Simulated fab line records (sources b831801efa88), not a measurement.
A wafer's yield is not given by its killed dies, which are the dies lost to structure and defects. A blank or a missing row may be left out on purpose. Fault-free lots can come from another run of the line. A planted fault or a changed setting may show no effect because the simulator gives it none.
Which tool is to blame? || flow sky130 || 13 lots, 39 wafers sampled, at 5 steps of a route of 708

== WHAT THE GAUGES SHOWED, per wafer ==
SKY_SONOS_ONO_THK_MEAS_05. Usual: for SONOS_ONO_CVD_04_THK the level is 5.77 nm and the standard deviation is 0.094.
{"lot": "L886", "measured": "day 11 11:10", "on": "film-metro-03", "SONOS_ONO_CVD_04_THK (nm)": "5.78 5.87 5.82", "flag": ""}
{"lot": "L887", "measured": "day 12 02:36", "on": "film-metro-04", "SONOS_ONO_CVD_04_THK (nm)": "5.98 5.94 6.03", "flag": ""}
{"lot": "L888", "measured": "day 12 05:25", "on": "film-metro-01", "SONOS_ONO_CVD_04_THK (nm)": "5.71 5.75 5.74", "flag": ""}
{"lot": "L889", "measured": "day 12 13:58", "on": "film-metro-04", "SONOS_ONO_CVD_04_THK (nm)": "5.81 5.94 5.89", "flag": ""}
{"lot": "L890", "measured": "day 12 19:34", "on": "film-metro-04", "SONOS_ONO_CVD_04_THK (nm)": "5.69 5.80 5.81", "flag": ""}
{"lot": "L895", "measured": "day 14 09:11", "on": "film-metro-01", "SONOS_ONO_CVD_04_THK (nm)": "5.85 5.71 5.87", "flag": ""}
{"lot": "L901", "measured": "day 16 17:06", "on": "film-metro-03", "SONOS_ONO_CVD_04_THK (nm)": "5.82 5.77 5.90", "flag": ""}
{"lot": "L902", "measured": "day 17 02:57", "on": "film-metro-04", "SONOS_ONO_CVD_04_THK (nm)": "5.70 5.82 5.90", "flag": ""}
{"lot": "L904", "measured": "day 17 10:33", "on": "film-metro-03", "SONOS_ONO_CVD_04_THK (nm)": "5.78 5.68 5.69", "flag": ""}
{"lot": "L903", "measured": "day 17 10:34", "on": "film-metro-01", "SONOS_ONO_CVD_04_THK (nm)": "5.82 5.77 5.87", "flag": ""}
{"lot": "L906", "measured": "day 18 05:00", "on": "film-metro-01", "SONOS_ONO_CVD_04_THK (nm)": "5.83 5.84 5.68", "flag": ""}
{"lot": "L907", "measured": "day 18 13:50", "on": "film-metro-01", "SONOS_ONO_CVD_04_THK (nm)": "5.81 5.81 5.86", "flag": ""}
{"lot": "L909", "measured": "day 19 11:07", "on": "film-metro-01", "SONOS_ONO_CVD_04_THK (nm)": "5.61 5.62 5.73", "flag": ""}

SKY_LDD_P_CD_MEAS_07: target cd 380 nm. Usual: cd-nm reads 380.8 nm (standard deviation 2.6).
{"lot": "L886", "measured": "day 18 15:49", "on": "cd-sem-02", "cd-nm (nm)": "378.0 377.2 379.8", "flag": ""}
{"lot": "L887", "measured": "day 19 14:58", "on": "cd-sem-02", "cd-nm (nm)": "381.9 383.5 382.0", "flag": ""}
{"lot": "L888", "measured": "day 19 14:55", "on": "cd-sem-01", "cd-nm (nm)": "378.1 376.7 377.8", "flag": ""}
{"lot": "L889", "measured": "day 20 10:16", "on": "cd-sem-01", "cd-nm (nm)": "384.2 381.5 382.9", "flag": ""}
{"lot": "L890", "measured": "day 20 10:31", "on": "cd-sem-01", "cd-nm (nm)": "421.1 422.2 419.2 421.0 422.5 419.2", "flag": "OFF"}
{"lot": "L895", "measured": "day 22 05:11", "on": "cd-sem-02", "cd-nm (nm)": "417.0 418.5 415.8 417.4 418.4 415.7", "flag": "OFF"}
{"lot": "L901", "measured": "day 24 17:35", "on": "cd-sem-02", "cd-nm (nm)": "381.6 381.5 381.5", "flag": ""}
{"lot": "L902", "measured": "day 25 04:29", "on": "cd-sem-01", "cd-nm (nm)": "382.3 382.7 382.6", "flag": ""}
{"lot": "L904", "measured": "day 25 09:49", "on": "cd-sem-02", "cd-nm (nm)": "383.2 383.2 382.7", "flag": ""}
{"lot": "L903", "measured": "day 25 12:49", "on": "cd-sem-01", "cd-nm (nm)": "381.9 380.6 378.9", "flag": ""}
{"lot": "L906", "measured": "day 26 05:37", "on": "cd-sem-02", "cd-nm (nm)": "379.9 377.1 380.0", "flag": ""}
{"lot": "L907", "measured": "day 26 12:20", "on": "cd-sem-02", "cd-nm (nm)": "379.3 379.0 374.3", "flag": ""}
{"lot": "L909", "measured": "day 27 11:37", "on": "cd-sem-01", "cd-nm (nm)": "379.6 377.8 381.9", "flag": ""}

SKY_LDD_HVN_OVL_MEAS_07. Usual: for LDD_HVN_OVL the level is -0.4 nm and the standard deviation is 1.4.
{"lot": "L886", "measured": "day 19 23:08", "on": "overlay-01", "LDD_HVN_OVL (nm)": "-2.1 -2.2 -2.4", "flag": ""}
{"lot": "L887", "measured": "day 20 22:28", "on": "overlay-01", "LDD_HVN_OVL (nm)": "-0.5 -0.6 0.2", "flag": ""}
{"lot": "L888", "measured": "day 20 22:35", "on": "overlay-02", "LDD_HVN_OVL (nm)": "-1.8 -3.9 -2.2", "flag": ""}
{"lot": "L889", "measured": "day 21 17:38", "on": "overlay-01", "LDD_HVN_OVL (nm)": "-1.3 -0.2 0.9", "flag": ""}
{"lot": "L890", "measured": "day 21 18:14", "on": "overlay-02", "LDD_HVN_OVL (nm)": "0.6 1.6 -1.6", "flag": ""}
{"lot": "L895", "measured": "day 23 12:31", "on": "overlay-02", "LDD_HVN_OVL (nm)": "-2.2 -2.0 -1.6", "flag": ""}
{"lot": "L901", "measured": "day 25 23:14", "on": "overlay-01", "LDD_HVN_OVL (nm)": "0.9 1.3 2.3", "flag": ""}
{"lot": "L902", "measured": "day 26 09:45", "on": "overlay-02", "LDD_HVN_OVL (nm)": "-1.0 0.3 0.1", "flag": ""}
{"lot": "L904", "measured": "day 26 14:54", "on": "overlay-02", "LDD_HVN_OVL (nm)": "0.8 1.5 0.8", "flag": ""}
{"lot": "L903", "measured": "day 26 18:19", "on": "overlay-01", "LDD_HVN_OVL (nm)": "2.0 0.8 2.2", "flag": ""}
{"lot": "L906", "measured": "day 27 09:50", "on": "overlay-02", "LDD_HVN_OVL (nm)": "-0.5 1.2 0.9", "flag": ""}
{"lot": "L907", "measured": "day 27 15:56", "on": "overlay-02", "LDD_HVN_OVL (nm)": "-1.5 -0.3 -0.6", "flag": ""}
{"lot": "L909", "measured": "day 28 16:12", "on": "overlay-02", "LDD_HVN_OVL (nm)": "1.8 -0.9 1.2", "flag": ""}

SKY_LDD_HVP_OVL_MEAS_07. Usual: for LDD_HVP_OVL the level is 0.5 nm and the standard deviation is 1.4.
{"lot": "L886", "measured": "day 21 06:50", "on": "overlay-02", "LDD_HVP_OVL (nm)": "1.8 0.5 1.0", "flag": ""}
{"lot": "L887", "measured": "day 22 05:22", "on": "overlay-01", "LDD_HVP_OVL (nm)": "0.0 2.3 2.0", "flag": ""}
{"lot": "L888", "measured": "day 22 05:39", "on": "overlay-02", "LDD_HVP_OVL (nm)": "-1.0 -2.4 -1.8", "flag": ""}
{"lot": "L889", "measured": "day 23 01:13", "on": "overlay-01", "LDD_HVP_OVL (nm)": "-0.5 2.2 1.0", "flag": ""}
{"lot": "L890", "measured": "day 23 01:43", "on": "overlay-01", "LDD_HVP_OVL (nm)": "-0.7 -0.4 0.2", "flag": ""}
{"lot": "L895", "measured": "day 24 17:52", "on": "overlay-01", "LDD_HVP_OVL (nm)": "0.7 2.8 1.3", "flag": ""}
{"lot": "L901", "measured": "day 27 02:26", "on": "overlay-01", "LDD_HVP_OVL (nm)": "1.3 2.8 2.6", "flag": ""}
{"lot": "L902", "measured": "day 27 13:35", "on": "overlay-01", "LDD_HVP_OVL (nm)": "0.0 0.5 0.3", "flag": ""}
{"lot": "L904", "measured": "day 27 18:12", "on": "overlay-01", "LDD_HVP_OVL (nm)": "2.1 1.1 1.4", "flag": ""}
{"lot": "L903", "measured": "day 27 23:16", "on": "overlay-01", "LDD_HVP_OVL (nm)": "1.0 2.8 1.5", "flag": ""}
{"lot": "L906", "measured": "day 28 14:06", "on": "overlay-01", "LDD_HVP_OVL (nm)": "1.4 2.1 0.6", "flag": ""}
{"lot": "L907", "measured": "day 28 20:40", "on": "overlay-01", "LDD_HVP_OVL (nm)": "0.4 3.1 2.1", "flag": ""}
{"lot": "L909", "measured": "day 29 19:01", "on": "overlay-01", "LDD_HVP_OVL (nm)": "-0.4 -1.8 0.3", "flag": ""}

== WHICH TOOL RAN EACH LOT (tool, then ch and the chambers of the sampled wafers, then the start) ==
{"lot": "L886", "SKY_LDD_P_DEVELOP_06": "litho-track-04 ch 0, day 18 15:41"}
{"lot": "L887", "SKY_LDD_P_DEVELOP_06": "litho-track-03 ch 0, day 19 14:50"}
{"lot": "L888", "SKY_LDD_P_DEVELOP_06": "litho-track-02 ch 0, day 19 14:46"}
{"lot": "L889", "SKY_LDD_P_DEVELOP_06": "litho-track-02 ch 0, day 20 10:07"}
{"lot": "L890", "SKY_LDD_P_DEVELOP_06": "litho-track-02 ch 0, day 20 10:22"}
{"lot": "L895", "SKY_LDD_P_DEVELOP_06": "litho-track-02 ch 0, day 22 05:02"}
{"lot": "L901", "SKY_LDD_P_DEVELOP_06": "litho-track-02 ch 0, day 24 17:26"}
{"lot": "L902", "SKY_LDD_P_DEVELOP_06": "litho-track-02 ch 0, day 25 04:19"}
{"lot": "L904", "SKY_LDD_P_DEVELOP_06": "litho-track-03 ch 0, day 25 09:40"}
{"lot": "L903", "SKY_LDD_P_DEVELOP_06": "litho-track-03 ch 0, day 25 12:40"}
{"lot": "L906", "SKY_LDD_P_DEVELOP_06": "litho-track-02 ch 0, day 26 05:28"}
{"lot": "L907", "SKY_LDD_P_DEVELOP_06": "litho-track-02 ch 0, day 26 12:11"}
{"lot": "L909", "SKY_LDD_P_DEVELOP_06": "litho-track-03 ch 0, day 27 11:28"}
- SKY_LDD_P_DEVELOP_06: develop time 60 s.

== WHAT THE TOOLS THEMSELVES READ (means of the sampled wafers that have a number; where no wafer has one, the mark that the record gives instead) ==
SKY_LDD_P_DEVELOP_06. Usual: resist-line-temp-C reads 23.03 C (standard deviation 0.098).
{"lot": "L886", "tool": "litho-track-04", "resist-line-temp-C (C)": 23.00, "flag": ""}
{"lot": "L887", "tool": "litho-track-03", "resist-line-temp-C (C)": 22.96, "flag": ""}
{"lot": "L888", "tool": "litho-track-02", "resist-line-temp-C (C)": 23.19, "flag": ""}
{"lot": "L889", "tool": "litho-track-02", "resist-line-temp-C (C)": 23.08, "flag": ""}
{"lot": "L890", "tool": "litho-track-02", "resist-line-temp-C (C)": 23.00, "flag": ""}
{"lot": "L895", "tool": "litho-track-02", "resist-line-temp-C (C)": 22.98, "flag": ""}
{"lot": "L901", "tool": "litho-track-02", "resist-line-temp-C (C)": 23.09, "flag": ""}
{"lot": "L902", "tool": "litho-track-02", "resist-line-temp-C (C)": 22.96, "flag": ""}
{"lot": "L904", "tool": "litho-track-03", "resist-line-temp-C (C)": 23.10, "flag": ""}
{"lot": "L903", "tool": "litho-track-03", "resist-line-temp-C (C)": 23.08, "flag": ""}
{"lot": "L906", "tool": "litho-track-02", "resist-line-temp-C (C)": 23.04, "flag": ""}
{"lot": "L907", "tool": "litho-track-02", "resist-line-temp-C (C)": 22.91, "flag": ""}
{"lot": "L909", "tool": "litho-track-03", "resist-line-temp-C (C)": 23.03, "flag": ""}

== THE ANSWER, worked out from the rows above alone ==
Rule: a lot is off if the mean of its wafers that have a number lies more than 3 standard deviations from the usual mean. A lot without any number at a reading at which 4 lots or more have one is off too. Any other lot the step has rows for is counted as sound. The gauges are gone through in route order, then the tools' own readings, and for those a lot's mean is taken as printed above. At the first step where some lot is off, the reading lying furthest off is the one used; lots without a number count as furthest.
Off at SKY_LDD_P_CD_MEAS_07 (cd-nm): L890, L895.
A tool fits if, at a process step before that reading, it ran every lot that is off, and no sound lot after the first of them. The gauges at SKY_LDD_P_CD_MEAS_07 are tried like those tools. None of those tried fits.

== WHAT THE SIMULATOR HAD INSERTED ==
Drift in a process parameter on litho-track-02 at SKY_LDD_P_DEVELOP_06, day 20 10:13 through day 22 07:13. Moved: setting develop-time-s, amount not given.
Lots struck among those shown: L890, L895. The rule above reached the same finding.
